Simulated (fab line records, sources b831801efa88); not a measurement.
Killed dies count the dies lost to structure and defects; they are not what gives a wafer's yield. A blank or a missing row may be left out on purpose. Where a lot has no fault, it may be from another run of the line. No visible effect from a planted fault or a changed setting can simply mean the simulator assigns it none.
fab line records    flow sky130
record: lots: 5  wafers: 15  lastDay: 50
route steps=708 shown METAL2@495 VIA2@507 PAD_OPEN@708
lots with no fault: from the same line, run without faults
startH: start of the lot's first displayed wafer, in hours after the record's first day    waitH: hours since the lot's step before    " identical to the entry in the row above    L1.1+2: a single row standing in for several wafers    - no value, or no start given    * or withheld: withheld    < > ~ a bound
route shown NAME@n: NAME is a module with steps in the file, n the number in the route of the first one    usual: mean and standard deviation over wafers with no fault    same: alike in all rows    chamber/n: place in a boat    sites: the reading at each site    _std_site: the standard deviation of these    _edge_site: outer sites' mean less inner sites'    radiusMm: for every site, how far away it sits from the centre of the wafer    mask NAME#n: copy n    behind: the tool/chamber that last shaped the wafer    hold: why the lot went on hold/how many hours it stayed there/how the hold came to an end    device: which transistor (n, p or np) failed to switch    end of line: the tests these same wafers got at the end of their route    for a step that has no rows: nothing shown but its recipe    killed: dies that structure and defects cost at the first sort, which is not the same as the wafer's yield    map: per-die view of a wafer (x killed, . not killed, _ where there is no die)
set.NAME: the setting the step ran with; set.NAME@STEP: the setting that earlier step ran with    model.NAME: the simulator's own value behind a step, which no gauge read
a table for each step, a row for each wafer; lots at some steps of the route
services: from which hour (startH, from the record's first day; less than 0 if before it) a tool's chamber was out of use, for how many hours, and why
== steps ==
step: SKY_METAL2_EXPOSE_12
recipe: maskId: MM2  na: 0.8  sourceShape: annular  sigmaInner: 0.55  sigmaOuter: 0.85  targetCdNm: 140  doseMj: 28
step: SKY_METAL2_PEB_13
recipe: pebTempC: withheld  pebTimeS: withheld  resist: KrF-thick
step: SKY_METAL2_DEVELOP_14
recipe: developTimeS: 60  resist: KrF-thick  devTempC: 21
step: SKY_METAL2_CD_MEAS_15
recipe: targetCdNm: 140
usual: cdNm: 139.4/1.6
lot.wafer  tool      chamber  startH  waitH  cdNm
L172.1     cdSem-01  -        876.77  -      139.9
L172.2     "         -        "       "      138.4
L172.3     "         -        "       "      139.0
L175.1     cdSem-01  -        897.33  -      141.0
L175.3     "         -        "       "      140.7
L175.5     "         -        "       "      140.4
L183.2     cdSem-02  -        948.79  -      139.3
L183.3     "         -        "       "      138.5
L183.6     "         -        "       "      138.5
L185.2     cdSem-02  -        966.80  -      138.5
L185.3     "         -        "       "      138.4
L185.6     "         -        "       "      138.2
L188.2     cdSem-01  -        994.69  -      138.7
L188.3     "         -        "       "      138.6
L188.5     "         -        "       "      137.1
step: SKY_METAL2_OVL_MEAS_16
usual: METAL2_OVL: 2/4.7
lot.wafer  tool        chamber  startH  waitH  METAL2_OVL[nm]
L172.1     overlay-02  -        876.89  0.1    7
L172.2     "           -        "       "      -2
L172.3     "           -        "       "      0
L175.1     overlay-01  -        897.45  0.1    7
L175.3     "           -        "       "      2
L175.5     "           -        "       "      1
L183.2     overlay-02  -        948.90  0.1    7
L183.3     "           -        "       "      0
L183.6     "           -        "       "      5
L185.2     overlay-01  -        966.91  0.1    -1
L185.3     "           -        "       "      -1
L185.6     "           -        "       "      3
L188.2     overlay-01  -        994.79  0.1    3
L188.3     "           -        "       "      -1
L188.5     "           -        "       "      -5
step: SKY_METAL2_DESCUM_17
recipe: chemistry: O2  sourcePowerW: 150  biasPowerW: 0  pressureMtorr: 10  tempC: 40  timeS: 8
usual: drypumpMotorCurrentA: 5.7/0.45  oesProductAu: 1.002/0.0094  tempC: 40.01/0.11
same: timeS: 8
lot.wafer  tool         chamber  startH  waitH  drypumpMotorCurrentA  oesProductAu  rfHoursCounterH  tempC
L172.1     rieMetal-02  0        876.92  0.0    5.8                   1.001         1                39.96
L172.2     "            1        "       "      6.5                   0.995         17               40.11
L172.3     "            1        "       "      6.6                   0.994         -                39.97
L175.1     rieMetal-02  1        897.49  0.0    6.6                   0.996         18               40.03
L175.3     "            1        "       "      6.5                   0.996         -                40.18
L175.5     "            0        "       "      5.8                   0.997         -                39.93
L183.2     rieMetal-02  0        948.94  0.0    5.8                   0.996         -                40.00
L183.3     "            0        "       "      5.8                   1.007         -                40.22
L183.6     "            0        "       "      5.8                   1.001         -                40.13
L185.2     rieMetal-04  0        966.94  0.0    5.8                   1.016         3                40.12
L185.3     "            0        "       "      5.8                   1.005         -                40.01
L185.6     "            1        "       "      5.4                   0.993         -                39.80
L188.2     rieMetal-03  1        994.82  0.0    5.1                   1.016         20               39.96
L188.3     "            1        "       "      5.1                   1.011         -                40.09
L188.5     "            1        "       "      5.1                   1.007         -                40.08
step: SKY_METAL2_ETCH_18
recipe: chemistry: N2/H2  target: BARC  ionEnergyEv: 200  biasW: 100  pressureMtorr: 30  n2FlowSccm: 100  h2FlowSccm: 200  icpW: 500  stopOn: SiO2  timeS: 45.9  targetDepthA: 600
usual: drypumpMotorCurrentA: 5.7/0.46  oesProductAu: 0.853/0.005  throttleValvePct: 13.224/0.01
same: timeS: 45.9
lot.wafer  tool         chamber  startH  waitH  drypumpMotorCurrentA  oesProductAu  rfHoursCounterH  throttleValvePct
L172.1     rieMetal-02  0        876.95  0.0    5.8                   0.853         1                13.226
L172.2     "            1        "       "      6.5                   0.849         17               13.212
L172.3     "            1        "       "      6.6                   0.850         -                13.230
L175.1     rieMetal-02  1        897.52  0.0    6.6                   0.849         18               13.241
L175.3     "            1        "       "      6.6                   0.852         -                13.224
L175.5     "            0        "       "      5.8                   0.859         -                13.237
L183.2     rieMetal-02  0        949.01  0.1    5.8                   0.858         -                13.212
L183.3     "            0        "       "      5.8                   0.849         -                13.231
L183.6     "            0        "       "      5.8                   0.849         -                13.209
L185.2     rieMetal-04  0        966.97  0.0    5.8                   0.847         3                13.213
L185.3     "            0        "       "      5.8                   0.851         -                13.229
L185.6     "            1        "       "      5.4                   0.859         -                13.228
L188.2     rieMetal-03  1        994.85  0.0    5.1                   0.852         20               13.210
L188.3     "            1        "       "      5.1                   0.853         -                13.232
L188.5     "            1        "       "      5.1                   0.859         -                13.217
step: SKY_METAL2_METAL_ETCH_19
recipe: targetDepthA: 3600  stopOn: SiO2  overEtchFrac: 0.3  timeS: 78  chemistry: Cl2/BCl3  resistSidewallDeg: 88  pressureMtorr: 10  icpW: 900  biasW: 48.5  Cl2_flow_sccm: 60  bcl3FlowSccm: 30
usual: drypumpMotorCurrentA: 5.7/0.46  oesProductAu: 0.853/0.0056  throttleValvePct: 22.264/0.0072
same: timeS: 78
lot.wafer  tool         chamber  startH  waitH  drypumpMotorCurrentA  oesProductAu  rfHoursCounterH  throttleValvePct
L172.1     rieMetal-02  0        877.02  0.0    5.8                   0.857         1                22.272
L172.2     "            1        "       "      6.5                   0.848         17               22.258
L172.3     "            1        "       "      6.6                   0.851         -                22.268
L175.1     rieMetal-02  1        897.58  0.0    6.5                   0.853         18               22.271
L175.3     "            1        "       "      6.6                   0.861         -                22.267
L175.5     "            0        "       "      5.8                   0.856         -                22.260
L183.2     rieMetal-02  0        949.15  0.1    5.8                   0.839         -                22.272
L183.3     "            0        "       "      5.8                   0.839         -                22.262
L183.6     "            0        "       "      5.8                   0.851         -                22.261
L185.2     rieMetal-04  0        967.03  0.0    5.8                   0.851         3                22.259
L185.3     "            0        "       "      5.8                   0.848         -                22.260
L185.6     "            1        "       "      5.4                   0.851         -                22.272
L188.2     rieMetal-03  1        994.92  0.0    5.1                   0.861         20               22.256
L188.3     "            1        "       "      5.1                   0.862         -                22.261
L188.5     "            1        "       "      5.1                   0.850         -                22.273
step: SKY_METAL2_STRIP_20
recipe: chemistry: O2/N2  powerW: 1400  pressureMtorr: 1500  platenTempC: withheld  o2FlowSccm: 3000  n2FlowSccm: 300  overashFraction: 0.5
usual: drypumpMotorCurrentA: 5.76/0.19  oesProductAu: 0.342/0.0048  stripTimeToEndpointS: 2.68/0.035
same: overashFraction: 0.5
lot.wafer  tool            chamber  startH  waitH  drypumpMotorCurrentA  oesProductAu  rfHoursCounterH  stripTimeToEndpointS
L172.1     plasmaAsher-01  1        877.11  0.1    5.64                  0.333         13               2.65
L172.2     "               0        "       "      5.65                  0.349         13               2.74
L172.3     "               1        "       "      5.67                  0.343         -                2.73
L175.1     plasmaAsher-04  1        897.67  0.1    5.90                  0.339         47               2.72
L175.3     "               1        "       "      5.90                  0.342         -                2.73
L175.5     "               1        "       "      5.88                  0.340         -                2.69
L183.2     plasmaAsher-04  1        949.30  0.1    5.92                  0.338         52               2.65
L183.3     "               0        "       "      5.57                  0.349         -                2.67
L183.6     "               1        "       "      5.90                  0.333         -                2.67
L185.2     plasmaAsher-01  0        967.12  0.1    5.65                  0.340         22               2.64
L185.3     "               0        "       "      5.66                  0.332         -                2.63
L185.6     "               1        "       "      5.66                  0.340         -                2.69
L188.2     plasmaAsher-03  0        995.01  0.1    6.23                  0.340         87               2.73
L188.3     "               0        "       "      6.18                  0.341         -                2.72
L188.5     "               1        "       "      5.77                  0.349         -                2.73
step: SKY_METAL2_STRIP_21
recipe: chemistry: postEtchResidueRemover  timeS: 1200  tempC: 72.5
step: SKY_METAL2_CLEAN_22
recipe: chemistry: IPA  timeS: 180  tempC: 25
step: SKY_METAL2_CLEAN_23
recipe: chemistry: O3/DIW  dry: n2Spin
step: SKY_VIA2_HDPCVD_00
recipe: material: SiO2  targetThkNm: 1180  sigmaOpenFrac: 0.3  timeS: 196.7  tempC: 400  sih4FlowSccm: 60  pressureMtorr: 6
usual: runLengthS: 224.0/0.45  susceptorTempC: 400.05/0.23
lot.wafer  tool       chamber  startH  waitH  runLengthS  susceptorTempC  model.SiO2_of_VIA2_HDPCVD_00.thkNm
L172.1     hdpcvd-02  0        877.70  0.0    223.3       399.96          1171
L172.2     "          2        "       "      223.9       399.92          1192
L172.3     "          1        "       "      223.7       399.82          1198
L175.1     hdpcvd-01  1        898.26  0.0    223.7       399.89          1175
L175.3     "          0        "       "      276.2       399.93          1500
L175.5     "          1        "       "      223.3       399.84          1179
L183.2     hdpcvd-02  2        949.90  0.0    224.4       399.84          1187
L183.3     "          0        "       "      223.6       399.95          1184
L183.6     "          0        "       "      223.8       400.08          1189
L185.2     hdpcvd-01  2        967.71  0.0    224.8       400.13          1165
L185.3     "          0        "       "      223.4       400.11          1192
L185.6     "          2        "       "      224.9       400.09          1182
L188.2     hdpcvd-01  0        995.60  0.0    223.4       400.18          1190
L188.3     "          1        "       "      223.9       399.69          1195
L188.5     "          2        "       "      224.3       400.63          1202
step: SKY_VIA2_THK_MEAS_01
recipe: reads: SiO2_of_VIA2_HDPCVD_00
usual: VIA2_HDPCVD_THK: 1183/12
lot.wafer  tool          chamber  startH  waitH  VIA2_HDPCVD_THK[nm]
L172.1     filmMetro-04  -        877.82  0.1    1171
L172.2     "             -        "       "      1191
L172.3     "             -        "       "      1199
L175.1     filmMetro-01  -        898.39  0.1    1175
L175.3     "             -        "       "      1500
L175.5     "             -        "       "      1178
L183.2     filmMetro-03  -        950.04  0.1    1186
L183.3     "             -        "       "      1184
L183.6     "             -        "       "      1189
L185.2     filmMetro-01  -        967.85  0.1    1164
L185.3     "             -        "       "      1192
L185.6     "             -        "       "      1183
L188.2     filmMetro-03  -        995.74  0.1    1191
L188.3     "             -        "       "      1194
L188.5     "             -        "       "      1202
step: SKY_VIA2_CMP_02
recipe: material: SiO2  downForcePsi: 4  platenRpm: 60  padVelocityMS: 0.94248
usual: motorCurrentA: 12.0/0.89  retainingRingPressureFrac: 1.000/0.0047
lot.wafer  tool    chamber  startH  waitH  motorCurrentA  retainingRingPressureFrac
L172.2     cmp-01  2        878.90  1.1    12.6           1.008
L172.1     "       3        "       "      11.6           1.000
L172.3     "       1        "       "      12.0           1.004
L175.1     cmp-01  2        898.55  0.1    12.4           1.002
L175.3     "       3        "       "      12.5           1.005
L175.5     "       1        "       "      10.9           1.004
L183.2     cmp-01  0        950.14  0.1    14.2           0.999
L183.3     "       2        "       "      12.5           1.003
L183.6     "       3        "       "      12.3           0.995
L185.3     cmp-02  1        967.95  0.1    12.1           0.992
L185.2     "       2        "       "      11.8           0.999
L185.6     "       0        "       "      13.0           1.000
L188.2     cmp-02  3        995.84  0.1    10.5           1.001
L188.3     "       0        "       "      12.4           0.999
L188.5     "       2        "       "      12.1           0.993
step: SKY_PAD_OPEN_PROBE_99
usual: defectLimitedYield: 82.7/1.9  killed_at_M0_to_M3: 43/7.3  killed_at_M4_up: 3.1/1.7  killedAtContacts: 25/5.3  killedAtFrontEnd: 14/4.1  killedAtOther: 0.3/0.56  killedDies: 85/9.4  killedOnRim: 17/4  killedOpen: 46/7.4  killedShort: 38/5.8  sort_bin_3_pad_short: 0.8/0.4  sort_bin_5_function: 10.2/1.5  sort_bin_6_memory: 6.2/1.2  sortNPass: 407/9.4  sortYieldPct: 82.7/1.9
same: grossDies: 492  killedAtBackSide: 0  sort_bin_4_leakage[%]: 0  sort_bin_8_speed[%]: 0
lot.wafer  tool       chamber  startH   waitH  defectLimitedYield[%]  killed_at_M0_to_M3  killed_at_M4_up  killedAtContacts  killedAtFrontEnd  killedAtOther  killedDies  killedOnRim  killedOpen  killedShort  sort_bin_3_pad_short[%]  sort_bin_5_function[%]  sort_bin_6_memory[%]  sortNPass  sortYieldPct[%]
L172.1     prober-02  -        1121.75  0.1    82.7                   41                  3                22                18                1              85          19           41          44           2.2                      8.7                     6.3                   407        82.7
L172.2     prober-02  -        1121.80  0.1    83.1                   45                  2                24                12                0              83          14           47          35           0.8                      10.2                    5.9                   409        83.1
L172.3     prober-02  -        1121.85  0.2    84.1                   47                  2                17                12                0              78          14           45          32           0.4                      9.3                     6.1                   414        84.1
L175.1     prober-01  -        1138.61  0.1    84.1                   40                  1                23                13                1              78          9            44          33           0.4                      8.9                     6.5                   414        84.1
L175.3     prober-01  -        1138.71  0.2    78.7                   54                  4                32                14                1              105         19           62          42           0.6                      15.7                    5.1                   387        78.7
L175.5     prober-01  -        1138.81  0.2    81.3                   42                  1                30                19                0              92          16           53          37           1.4                      10.4                    6.9                   400        81.3
L183.2     prober-01  -        1176.14  0.1    79.3                   50                  1                27                23                1              102         26           52          50           1.2                      11.8                    7.7                   390        79.3
L183.3     prober-01  -        1176.19  0.2    80.7                   44                  5                32                14                0              95          24           47          47           1.8                      11.2                    6.3                   397        80.7
L183.6     prober-01  -        1176.34  0.2    80.5                   41                  5                30                20                0              96          18           56          40           0.8                      9.6                     9.1                   396        80.5
L188.2     prober-01  -        1204.74  0.1    83.9                   43                  4                19                13                0              79          14           38          41           1.2                      7.9                     6.9                   413        83.9
L188.3     prober-01  -        1204.79  0.2    83.7                   40                  2                22                16                0              80          17           40          40           0.6                      9.3                     6.3                   412        83.7
L188.5     prober-01  -        1204.89  0.2    82.9                   50                  4                16                14                0              84          21           43          41           0.4                      10.2                    6.5                   408        82.9
killed by level:class
L172.1 FIELD_ISO:geometricParticle:open=8 LI_CONTACT:geometricParticle:open=7 FIELD_ISO:geometricParticle:short=6 LOCAL_INTERCONNECT:geometricParticle:short=6 METAL1:geometricParticle:short=6 VIA1:geometricParticle:short=6 VIA1:geometricParticle:open=6 CONTACT:geometricParticle:short=5
L172.2 VIA3:geometricParticle:open=9 VIA1:geometricParticle:open=8 FIELD_ISO:geometricParticle:open=6 CONTACT:geometricParticle:open=6 VIA1:geometricParticle:short=6 LI_CONTACT:geometricParticle:open=5 LOCAL_INTERCONNECT:geometricParticle:short=5 METAL3:geometricParticle:short=4
L172.3 VIA1:geometricParticle:open=10 VIA3:geometricParticle:open=8 LI_CONTACT:geometricParticle:open=6 CONTACT:geometricParticle:short=6 VIA2:geometricParticle:open=6 METAL2:geometricParticle:short=5 FIELD_ISO:geometricParticle:short=4 METAL1:geometricParticle:short=4
L175.1 VIA3:geometricParticle:open=10 CONTACT:geometricParticle:open=8 LI_CONTACT:geometricParticle:open=7 VIA1:geometricParticle:open=6 VIA2:geometricParticle:open=6 VIA1:geometricParticle:short=5 FIELD_ISO:geometricParticle:short=4 POLY_GATE:geometricParticle:open=4
L175.3 CONTACT:geometricParticle:open=13 VIA1:geometricParticle:open=13 VIA3:geometricParticle:open=11 VIA2:geometricParticle:open=9 LI_CONTACT:geometricParticle:open=8 CONTACT:geometricParticle:short=6 VIA1:geometricParticle:short=5 FIELD_ISO:geometricParticle:short=4
L175.5 CONTACT:geometricParticle:open=13 VIA1:geometricParticle:open=11 METAL1:geometricParticle:short=9 FIELD_ISO:geometricParticle:open=7 LI_CONTACT:geometricParticle:open=7 FIELD_ISO:geometricParticle:short=4 LOCAL_INTERCONNECT:geometricParticle:short=4 VIA1:geometricParticle:short=4
L183.2 VIA1:geometricParticle:open=14 POLY_GATE:geometricParticle:short=10 METAL2:geometricParticle:short=10 CONTACT:geometricParticle:open=10 LI_CONTACT:geometricParticle:open=7 FIELD_ISO:geometricParticle:short=6 VIA1:geometricParticle:short=6 VIA3:geometricParticle:open=6
L183.3 CONTACT:geometricParticle:open=10 VIA1:geometricParticle:open=8 POLY_GATE:geometricParticle:short=7 LOCAL_INTERCONNECT:geometricParticle:short=7 VIA3:geometricParticle:open=7 LI_CONTACT:geometricParticle:open=6 METAL2:geometricParticle:short=6 CONTACT:geometricParticle:short=6
L183.6 VIA1:geometricParticle:open=16 CONTACT:geometricParticle:open=16 FIELD_ISO:geometricParticle:short=8 LOCAL_INTERCONNECT:geometricParticle:short=6 VIA3:geometricParticle:open=6 METAL2:geometricParticle:short=6 POLY_GATE:geometricParticle:open=4 VIA2:geometricParticle:open=4
L188.2 VIA3:geometricParticle:open=8 VIA1:geometricParticle:short=8 VIA1:geometricParticle:open=8 LI_CONTACT:geometricParticle:open=5 CONTACT:geometricParticle:short=5 METAL1:geometricParticle:short=5 VIA2:geometricParticle:open=5 FIELD_ISO:geometricParticle:short=4
L188.3 VIA2:geometricParticle:open=8 CONTACT:geometricParticle:open=7 METAL1:geometricParticle:short=6 CONTACT:geometricParticle:short=6 VIA1:geometricParticle:open=6 VIA3:geometricParticle:open=6 POLY_GATE:geometricParticle:open=5 POLY_GATE:geometricParticle:short=5
L188.5 VIA1:geometricParticle:open=9 METAL2:geometricParticle:short=8 VIA2:geometricParticle:open=8 FIELD_ISO:geometricParticle:open=7 LI_CONTACT:geometricParticle:open=6 LOCAL_INTERCONNECT:geometricParticle:short=6 METAL1:geometricParticle:short=6 FIELD_ISO:geometricParticle:short=5
== services ==
tool            chamber  startH  hours  kind
plasmaAsher-01  -        855.09  3.9    repair
rieMetal-04     0        864.88  -      clean
rieMetal-04     0        864.88  20.5   scheduledDown
rieMetal-04     0        864.88  20.5   ventCycle
cmp-01          -        874.98  3.9    repair
cmp-01          -        894.80  0.4    repair
rieMetal-04     -        904.11  0.2    repair
cmp-02          -        913.47  4.0    pm
cmp-01          -        915.26  5.1    repair
hdpcvd-02       1        915.70  2.0    repair
cmp-02          -        917.47  -      consumableReplace:conditioner
cmp-02          -        917.47  -      consumableReplace:pad
hdpcvd-02       -        920.08  1.2    repair
cmp-02          -        920.47  6.3    pm
rieMetal-02     1        926.93  -      clean
rieMetal-02     1        926.93  24.7   scheduledDown
rieMetal-02     1        926.93  24.7   ventCycle
rieMetal-04     -        928.18  2.5    repair
rieMetal-03     0        949.59  1.5    repair
hdpcvd-02       -        950.25  15.0   pm
hdpcvd-02       0        950.25  15.0   ventCycle
cmp-01          -        951.11  1.2    repair
rieMetal-03     -        959.00  2.8    pm
rieMetal-04     -        980.25  7.6    repair
== key ==
firstSign: step: SKY_VIA2_HDPCVD_00  reading: runLengthS  direction: up  sigmas: 99+  usual: *  struck: *
effect: step: SKY_VIA2_THK_MEAS_01  reading: VIA2_HDPCVD_THK  direction: up  sigmas: 27  usual: 1183  struck: 1500
modelEffect: step: SKY_VIA2_HDPCVD_00  value: SiO2_of_VIA2_HDPCVD_00.thkNm  without: 1187  struck: 1500
metAt SKY_VIA2_HDPCVD_00
struckWafers L175.3
fault: kind: processParameterDrift  tool: hdpcvd-01  chamber: 0  onsetH: 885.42  steps: SKY_VIA2_HDPCVD_00  channel: timeS  offset: *  shape: step  endH: 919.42  actsIn: *  stated: *
